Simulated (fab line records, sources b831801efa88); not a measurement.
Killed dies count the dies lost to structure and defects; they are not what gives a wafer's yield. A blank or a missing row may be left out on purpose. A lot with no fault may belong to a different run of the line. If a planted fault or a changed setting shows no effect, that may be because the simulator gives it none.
Which tool is to blame? | flow sky130 | 11 lots with 33 wafers sampled at 2 steps, on a route of 708 steps

== WHAT EACH GAUGE READ, for each wafer ==
SKY_VT_ADJUST_PCH_TW_MEAS_10.
lot  | measured     | on            | VT_ADJUST_PCH_TW
L912 | day 10 11:57 | film metro-03 | 141.1 140.4 141.2
L914 | day 11 04:24 | film metro-04 | 141.1 141.6 141.7
L916 | day 11 20:45 | film metro-04 | 141.6 141.6 141.9
L918 | day 12 14:29 | film metro-04 | 143.2 143.0 143.0
L919 | day 12 14:47 | film metro-03 | 141.7 141.9 140.9
L920 | day 12 22:40 | film metro-03 | 141.8 140.9 141.0
L928 | day 15 15:08 | film metro-04 | 143.7 143.7 143.1
L930 | day 16 04:25 | film metro-03 | 142.0 141.3 140.6
L933 | day 16 22:15 | film metro-03 | 141.7 141.4 141.3
L934 | day 17 13:44 | film metro-03 | 142.3 142.7 142.6
L935 | day 17 21:22 | film metro-04 | 144.0 143.4 143.8

== WHAT TOOL EACH LOT RAN ON (gives the tool, then ch and the chambers of the sampled wafers, and finally the start) ==
lot  | SKY_VT_ADJUST_PCH_STRIP_09
L912 | plasma asher-04 ch 0,1, day 10 11:50
L914 | plasma asher-01 ch 0,1, day 11 04:17
L916 | plasma asher-04 ch 0,1, day 11 20:40
L918 | plasma asher-04 ch 0,1, day 12 14:23
L919 | plasma asher-03 ch 0,1, day 12 14:41
L920 | plasma asher-04 ch 0,1, day 12 22:34
L928 | plasma asher-03 ch 0,1, day 15 15:02
L930 | plasma asher-01 ch 0,1, day 16 04:19
L933 | plasma asher-01 ch 0,1, day 16 22:10
L934 | plasma asher-04 ch 0,1, day 17 13:38
L935 | plasma asher-04 ch 0,1, day 17 21:16
- SKY_VT_ADJUST_PCH_STRIP_09: strips in O2/N2.

== THE ANSWER, worked out from the rows above alone ==
Rule: usual is defined by the lots themselves. Put in order of their means at a reading, lots are off if they are a third of the lots or fewer, leave a main group of 4 or more, and stand apart from it by a gap of 3 or more times the standard deviation of the main group's means; of several such gaps the widest counts. If all means in a main group match to the digits the tables above print for the reading, that group is not used. A lot without any number at a reading at which 4 lots or more have one is off too. The other lots that the step has rows for count as sound.
Across all readings shown, no lot is off: no conclusion can be drawn from this.

== WHAT HAD BEEN PUT IN BY THE SIMULATOR ==
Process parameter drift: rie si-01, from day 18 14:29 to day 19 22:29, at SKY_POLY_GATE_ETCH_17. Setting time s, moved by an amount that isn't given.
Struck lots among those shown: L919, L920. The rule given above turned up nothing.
